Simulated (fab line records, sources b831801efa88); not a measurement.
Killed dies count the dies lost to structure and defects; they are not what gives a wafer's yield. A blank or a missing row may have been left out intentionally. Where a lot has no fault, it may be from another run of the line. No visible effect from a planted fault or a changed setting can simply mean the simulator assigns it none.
The same fault as seen by 2 desks / flow sky130 / numbers are kept per desk, each desk with only its own; the story behind them comes last

## FOR THE TOOL OWNER'S DESK: implanter-04
SKY_NWELL_IMPLANT_24, tool's own readings: per-lot mean of the sampled wafers with a number, covering each lot this tool ran. Marked OUT: a lot whose mean sits more than 4 standard deviations from the usual mean, which makes it out of limits; the brackets give that distance.
Columns: A = doseIonsCm2 at SKY_NWELL_IMPLANT_24, usual 9.204e+12; B = endStationPressureTorr at SKY_NWELL_IMPLANT_24, usual 5.02e-06 Torr; C = faradayCurrentUA at SKY_NWELL_IMPLANT_24, usual 52.0
lot=L697; first seen here=day 6 08:32; A=9.205e+12; B=5.02e-06; C=51.5
lot=L700; first seen here=day 7 02:59; A=9.212e+12; B=4.91e-06; C=53.4
lot=L704; first seen here=day 8 01:25; A=9.222e+12; B=5.22e-06; C=51.6
lot=L712; first seen here=day 10 06:51; A=1.098e+13 (+99 or more) OUT; B=4.93e-06; C=62.7 (+11) OUT
lot=L714; first seen here=day 10 18:59; A=1.099e+13 (+99 or more) OUT; B=4.99e-06; C=62.4 (+10) OUT
This desk finds L712, L714 out of limits, L712 being first, at day 10 06:51 (doseIonsCm2 at SKY_NWELL_IMPLANT_24). In limits: L697, L700, L704.

## THE METROLOGY DESK
Means of the sampled wafers that have a number, per lot and without regard to the tool the lot ran on: this is what the gauges read. Marked OUT: a lot whose mean sits more than 4 standard deviations from the usual mean, which makes it out of limits; the brackets give that distance.
Columns: A = FIELD_ISO_OXIDATION_00_THK at SKY_FIELD_ISO_THK_MEAS_02, usual 12.12 nm; B = NWELL_OXIDATION_THK at SKY_NWELL_THK_MEAS_02, usual 10.16 nm; C = NWELL_2_TW at SKY_NWELL_TW_MEAS_26, usual 495
lot=L696; first seen here=day 2 04:25; A=11.96; B=10.45; C=495
lot=L697; first seen here=day 2 08:53; A=12.14; B=10.08; C=495
lot=L699; first seen here=day 2 18:46; A=11.81; B=10.09; C=498
lot=L700; first seen here=day 2 23:12; A=11.94; B=10.10; C=503
lot=L701; first seen here=day 3 03:38; A=12.01; B=9.96; C=489
lot=L702; first seen here=day 3 08:38; A=11.84; B=10.52; C=488
lot=L704; first seen here=day 3 19:23; A=11.88; B=10.19; C=499
lot=L705; first seen here=day 4 01:52; A=12.45; B=10.11; C=495
lot=L709; first seen here=day 4 20:25; A=12.13; B=10.34; C=498
lot=L712; first seen here=day 5 12:33; A=11.80; B=10.19; C=513
lot=L714; first seen here=day 5 20:41; A=12.03; B=10.37; C=513
lot=L716; first seen here=day 6 07:12; A=12.68; B=10.20; C=492
This desk found nothing out of limits on any of the 12 lots.

## ALL TOGETHER
The tool owner's desk had the chance to raise an alarm at day 10 06:51 on L712, L714.
The metrology desk saw nothing out of limits.
The metrology desk holds a record of L712, L714, inside its limits.
All the named lots went through SKY_NWELL_IMPLANT_24 on implanter-04.

## WHAT THE SIMULATOR HAD INSERTED
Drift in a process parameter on implanter-04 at SKY_NWELL_IMPLANT_24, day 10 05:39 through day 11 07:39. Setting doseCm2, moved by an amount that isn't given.
Shown lots that were struck: L712, L714.
How many hours passed from the start of the fault until each desk's first out-of-limits reading: the tool owner's desk, 1.
